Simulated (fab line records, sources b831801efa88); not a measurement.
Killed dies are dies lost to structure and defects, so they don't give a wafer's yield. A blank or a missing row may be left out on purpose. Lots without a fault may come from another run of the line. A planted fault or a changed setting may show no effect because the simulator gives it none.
fab line records | flow gf180mcu
record lots=14 wafers=42 last_day=34
route steps=602 shown M3@423 V3@434
lots that met no fault: from a run of the same line without faults
start_h: hours from the record's first day to the start of the lot's first wafer shown | wait_h: hours since the lot's step before | " the same as in the row above | L1.1+2: a row that stands for several wafers | - no value, or no start given | * or withheld: withheld | < > ~ a bound
route shown NAME@n: a module of which the file shows steps, and the number in the route of the first | usual: mean/standard deviation of fault-free wafers | same: alike in all rows | chamber/n: place in a boat | sites: the reading at each site | _std_site: their standard deviation | _edge_site: outer sites' mean less inner sites' | radius_mm: how far each site lies from the wafer's centre | mask NAME#n: copy n | behind: the tool/chamber that last shaped the wafer | hold: why the lot was held/for how many hours/how that ended | device: the transistor (n, p or np) that didn't switch | end of line: the same wafers' tests at the end of the route | a step without rows: its recipe alone | killed: dies lost to structure and defects at the first sort, not the wafer's yield | map: a wafer's dies, x killed, . not, _ none there
set.NAME: the setting as run; set.NAME@STEP: as run at that earlier step | model.NAME: the simulator's own value behind a step, which no gauge read
steps of the route over a sample of lots; a table a step, a row a wafer
services: from which hour (start_h, from the record's first day; less than 0 if before it) a tool's chamber was out of use, for how many hours, and why
## steps
# step GF_M3_CD_MEAS_14
# recipe target_cd_nm=280
# usual cd_nm=279.8/1.3
# columns lot.wafer tool chamber start_h wait_h cd_nm
L270.4 cd_sem-01 - 489.73 0.1 279.9
L270.5 " - " " 279.3
L270.6 " - " " 280.2
L271.1 cd_sem-02 - 496.85 0.1 279.7
L271.2 " - " " 280.2
L271.3 " - " " 279.6
L272.1 cd_sem-01 - 506.95 0.1 281.7
L272.4 " - " " 281.5
L272.5 " - " " 282.1
L273.2 cd_sem-02 - 515.77 0.1 279.0
L273.3 " - " " 279.7
L273.6 " - " " 278.7
L275.2 cd_sem-01 - 537.72 0.1 279.4
L275.5 " - " " 278.7
L275.6 " - " " 279.1
L276.1 cd_sem-01 - 550.00 0.1 278.9
L276.2 " - " " 278.2
L276.4 " - " " 277.2
L277.1 cd_sem-01 - 552.05 0.1 279.5
L277.4 " - " " 280.9
L277.5 " - " " 279.7
L278.1 cd_sem-02 - 567.65 0.1 277.9
L278.4 " - " " 277.3
L278.5 " - " " 279.1
L279.1 cd_sem-01 - 580.75 0.1 280.3
L279.4 " - " " 279.9
L279.6 " - " " 281.3
L281.2 cd_sem-02 - 589.47 0.1 281.2
L281.4 " - " " 280.6
L281.6 " - " " 280.1
L283.1 cd_sem-01 - 608.50 0.1 280.5
L283.2 " - " " 280.0
L283.6 " - " " 281.1
L287.3 cd_sem-02 - 633.34 0.1 278.8
L287.4 " - " " 278.3
L287.6 " - " " 277.6
L291.1 cd_sem-02 - 658.25 0.1 279.0
L291.3 " - " " 278.5
L291.4 " - " " 278.6
L292.3 cd_sem-02 - 665.79 0.1 279.8
L292.4 " - " " 280.5
L292.6 " - " " 280.8
# step GF_V3_BOW_MEAS_05
# recipe mode=bow
# usual V3_BOW=116/7.5
# columns lot.wafer tool chamber start_h wait_h V3_BOW[um]
L270.4 film_metro-03 - 491.10 0.3 116
L270.5 " - " " 127
L270.6 " - " " 110
L271.1 film_metro-04 - 498.21 0.2 130
L271.2 " - " " 129
L271.3 " - " " 116
L272.1 film_metro-02 - 508.43 0.2 120
L272.4 " - " " 115
L272.5 " - " " 117
L273.2 film_metro-04 - 517.28 0.1 105
L273.3 " - " " 102
L273.6 " - " " 104
L275.2 film_metro-02 - 539.23 0.2 122
L275.5 " - " " 125
L275.6 " - " " 129
L276.1 film_metro-04 - 551.36 0.1 100
L276.2 " - " " 107
L276.4 " - " " 106
L277.1 film_metro-02 - 553.42 0.2 126
L277.4 " - " " 116
L277.5 " - " " 120
L278.1 film_metro-03 - 569.04 0.1 124
L278.4 " - " " 118
L278.5 " - " " 118
L279.1 film_metro-03 - 582.12 0.1 126
L279.4 " - " " 120
L279.6 " - " " 118
L281.2 film_metro-02 - 591.02 0.2 108
L281.4 " - " " 108
L281.6 " - " " 119
L283.1 film_metro-03 - 609.87 0.2 107
L283.2 " - " " 112
L283.6 " - " " 116
L287.3 film_metro-04 - 634.74 0.3 122
L287.4 " - " " 113
L287.6 " - " " 122
L291.1 film_metro-04 - 659.65 0.1 111
L291.3 " - " " 115
L291.4 " - " " 111
L292.3 film_metro-04 - 667.15 0.2 102
L292.4 " - " " 107
L292.6 " - " " 110
# step GF_V3_OVL_MEAS_15
# usual V3_OVL=3/5.1
# columns lot.wafer tool chamber start_h wait_h V3_OVL[nm]
L270.4 overlay-01 - 514.94 0.1 12
L270.5 " - " " 6
L270.6 " - " " 13
L271.1 overlay-02 - 522.15 0.1 -3
L271.2 " - " " 2
L271.3 " - " " -7
L272.1 overlay-01 - 531.62 0.1 7
L272.4 " - " " -4
L272.5 " - " " 0
L273.2 overlay-01 - 540.88 0.1 14
L273.3 " - " " 5
L273.6 " - " " 6
L275.2 overlay-01 - 561.46 0.1 7
L275.5 " - " " 1
L275.6 " - " " -4
L276.1 overlay-01 - 573.70 0.1 7
L276.2 " - " " 8
L276.4 " - " " 1
L277.1 overlay-02 - 575.52 0.1 2
L277.4 " - " " 4
L277.5 " - " " -2
L278.1 overlay-02 - 591.17 0.1 5
L278.4 " - " " 1
L278.5 " - " " -2
L279.1 overlay-01 - 603.00 0.1 6
L279.4 " - " " 16
L279.6 " - " " 9
L281.2 overlay-01 - 612.21 0.1 5
L281.4 " - " " 2
L281.6 " - " " 3
L283.1 overlay-01 - 629.77 0.1 11
L283.2 " - " " 10
L283.6 " - " " 9
L287.3 overlay-01 - 654.98 0.1 9
L287.4 " - " " -3
L287.6 " - " " 10
L291.1 overlay-02 - 678.82 0.1 7
L291.3 " - " " 11
L291.4 " - " " 6
L292.3 overlay-02 - 685.43 0.1 6
L292.4 " - " " -2
L292.6 " - " " -2
# step GF_V3_ETCH_17
# recipe chemistry=C4F8/O2/Ar mask_material=KrF target=SiO2 stop_on=TiN source_w=1500 bias_w=1200 pressure_mtorr=40 c4f8_flow_sccm=withheld O2_flow_sccm=6 Ar_flow_sccm=300 time_s=withheld target_depth_a=6350
# usual bias_w=1200/3.5 chamber_pressure_mTorr=40.01/0.048 oes_product_au=0.856/0.0044
# columns lot.wafer tool chamber start_h wait_h bias_w chamber_pressure_mTorr oes_product_au
L270.4 rie_diel-01 1 514 - 1201 39.99 0.848
L270.5 " 0 515 - 1200 40.01 0.852
L270.6 " 1 " " 1199 40.01 0.858
L271.1 rie_diel-02 2 522 - 1202 39.98 0.855
L271.2 " 1 " " 1201 40.02 0.849
L271.3 " 3 " " 1195 40.06 0.859
L272.1 rie_diel-04 3 531 - 1202 39.90 0.858
L272.4 " 2 " " 1196 39.97 0.846
L272.5 " 2 " " 1204 40.01 0.848
L273.2 rie_diel-01 0 540 - 1199 39.92 0.850
L273.3 " 1 " " 1204 39.98 0.850
L273.6 " 1 " " 1196 40.02 0.856
L275.2 rie_diel-04 1 561 - 1201 39.98 0.861
L275.5 " 2 " " 1201 40.02 0.856
L275.6 " 1 " " 1200 39.98 0.858
L276.1 rie_diel-01 2 573 - 1203 40.01 0.855
L276.2 " 3 " " 1203 39.96 0.850
L276.4 " 0 " " 1198 39.98 0.860
L277.1 rie_diel-04 2 575 - 1194 40.02 0.859
L277.4 " 3 " " 1199 40.01 0.853
L277.5 " 1 " " 1191 39.98 0.853
L278.1 rie_diel-04 2 591 - 1200 40.06 0.853
L278.4 " 3 " " 1193 39.97 0.849
L278.5 " 0 " " 1201 40.04 0.852
L279.1 rie_diel-01 3 603 - 1195 40.00 0.862
L279.4 " 1 " " 1195 40.06 0.856
L279.6 " 3 " " 1201 40.04 0.855
L281.2 rie_diel-01 2 612 - 1203 40.04 0.856
L281.4 " 0 " " 1204 40.01 0.862
L281.6 " 2 " " 1206 39.96 0.852
L283.1 rie_diel-02 3 629 - 1200 40.06 0.855
L283.2 " 1 " " 1199 39.96 0.856
L283.6 " 0 " " 1199 40.02 0.847
L287.3 rie_diel-04 2 655 - 1199 40.04 0.852
L287.4 " 0 " " 1199 40.01 0.855
L287.6 " 1 " " 1199 40.04 0.863
L291.1 rie_diel-01 3 678 - - - -
L291.3 " 2 " " - - -
L291.4 " 1 " " - - -
L292.3 rie_diel-04 2 685 - - - -
L292.4 " 3 " " - - -
L292.6 " 1 " " - - -
# step GF_V3_STRIP_18
# recipe chemistry=O2/N2 power_w=1400 pressure_mtorr=1500 platen_temp_c=250 o2_flow_sccm=3000 n2_flow_sccm=300 overash_fraction=0.5
# usual drypump_motor_current_A=5.8/0.44 heater_power_w=322/10 n2_flow_sccm=300.1/0.88 oes_product_au=0.592/0.0053
# columns lot.wafer tool chamber start_h wait_h drypump_motor_current_A heater_power_w n2_flow_sccm oes_product_au rf_hours_counter_h
L270.4 plasma_asher-02 1 515.12 - 6.0 322 298.9 0.592 -
L270.5 " 0 " " 5.8 314 300.5 0.585 -
L270.6 " 1 " " 6.0 330 300.6 0.589 -
L271.1 plasma_asher-04 0 522.32 - 5.1 325 300.0 0.575 87
L271.2 " 1 " " 6.3 335 300.0 0.590 87
L271.3 " 1 " " 6.3 337 299.4 0.590 -
L272.1 plasma_asher-01 1 531.79 - 6.1 317 299.2 0.591 41
L272.4 " 1 " " 6.1 310 299.4 0.589 -
L272.5 " 0 " " 5.4 319 299.8 0.584 -
L273.2 plasma_asher-02 0 541.04 - 5.8 312 299.2 0.588 12
L273.3 " 1 " " 6.0 334 299.2 0.585 -
L273.6 " 0 " " 5.9 308 299.2 0.593 -
L275.2 plasma_asher-01 1 561.62 - 6.1 308 300.0 0.592 44
L275.5 " 1 " " 6.1 312 299.2 0.582 -
L275.6 " 0 " " 5.4 324 301.7 0.592 -
L276.1 plasma_asher-04 1 573.87 - 6.2 337 300.4 0.596 92
L276.2 " 0 " " 5.0 315 300.5 0.598 92
L276.4 " 0 " " 5.0 320 299.1 0.594 -
L277.1 plasma_asher-04 1 575.68 - 6.2 328 300.0 0.588 92
L277.4 " 0 " " 5.1 317 300.2 0.587 -
L277.5 " 0 " " 5.1 318 298.6 0.591 -
L278.1 plasma_asher-04 0 591.33 - 5.0 315 300.9 0.584 94
L278.4 " 1 " " 6.2 340 299.8 0.596 -
L278.5 " 1 " " 6.3 335 300.3 0.601 -
L279.1 plasma_asher-02 0 603.17 - 5.8 311 299.5 0.591 19
L279.4 " 1 " " 6.0 325 298.9 0.591 -
L279.6 " 0 " " 5.8 310 300.0 0.597 -
L281.2 plasma_asher-01 1 612.37 - 6.1 312 300.5 0.593 49
L281.4 " 0 " " 5.4 318 300.2 0.585 -
L281.6 " 0 " " 5.4 314 297.7 0.583 -
L283.1 plasma_asher-04 0 629.93 - 5.1 321 300.5 0.590 97
L283.2 " 1 " " 6.2 340 300.4 0.601 97
L283.6 " 0 " " 5.1 315 300.0 0.591 -
L287.3 plasma_asher-02 1 655.17 - 6.0 326 301.7 0.596 -
L287.4 " 0 " " 5.8 303 301.0 0.594 -
L287.6 " 1 " " 6.0 337 301.6 0.590 -
L291.1 plasma_asher-01 0 679.03 - 5.4 321 299.0 0.662 57
L291.3 " 0 " " 5.4 322 298.7 0.673 -
L291.4 " 1 " " 6.1 316 301.3 0.667 -
L292.3 plasma_asher-02 0 685.62 - 5.8 308 300.2 0.671 -
L292.4 " 1 " " 6.0 324 301.5 0.671 -
L292.6 " 1 " " 6.0 323 301.8 0.666 -
## services
# columns tool chamber start_h hours kind
rie_diel-02 3 504.05 2.9 repair
plasma_asher-04 - 521.02 1.2 repair
rie_diel-01 - 529.95 2.8 pm
rie_diel-01 2 540.44 3.1 repair
rie_diel-04 1 541.45 - clean
rie_diel-04 1 541.45 13.1 scheduled_down
rie_diel-04 1 541.45 13.1 vent_cycle
rie_diel-02 3 549.29 9.9 repair
rie_diel-01 1 554.65 4.8 repair
rie_diel-02 - 559.84 0.6 repair
rie_diel-01 - 580.33 0.1 repair
rie_diel-04 1 582.83 2.6 repair
rie_diel-01 2 585.82 5.7 repair
rie_diel-04 3 607.54 4.2 repair
rie_diel-04 0 618.10 - clean
rie_diel-04 0 618.10 30.4 scheduled_down
rie_diel-04 0 618.10 30.4 vent_cycle
rie_diel-02 1 635.85 - clean
rie_diel-02 1 635.85 17.4 scheduled_down
rie_diel-01 3 644.59 5.8 repair
plasma_asher-04 - 650.99 3.9 repair
plasma_asher-04 - 654.85 14.6 pm
rie_diel-02 3 667.13 6.8 repair
plasma_asher-04 - 678.85 11.2 repair
## key
first_sign step=GF_V3_ETCH_17 reading=tool_record direction=missing
effect step=GF_V3_STRIP_18 reading=oes_product_au direction=up sigmas=14 usual=0.592 struck=0.668
met_at GF_V3_ETCH_17
struck_lots L291,L292
later_rows_left_out L291.1,L291.3,L291.4,L292.3,L292.4,L292.6
sort_left_out L291.1,L291.3,L291.4,L292.3,L292.4,L292.6
not_acting_at GF_M3_CD_MEAS_14,GF_V3_BOW_MEAS_05,GF_V3_OVL_MEAS_15
onset_between 655 678
fault kind=skipped_step_whole tool=rie_diel-01,rie_diel-04 chamber=- onset_h=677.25 steps=GF_V3_ETCH_17 scope=struck_lots_only
# sort_left_out: the simulated sort isn't trusted on such a fault, so these wafers' sort isn't shown, and their yield isn't known
# later_rows_left_out: the simulator's readings of these wafers behind a module that went badly wrong aren't trusted and aren't shown, but for the sort
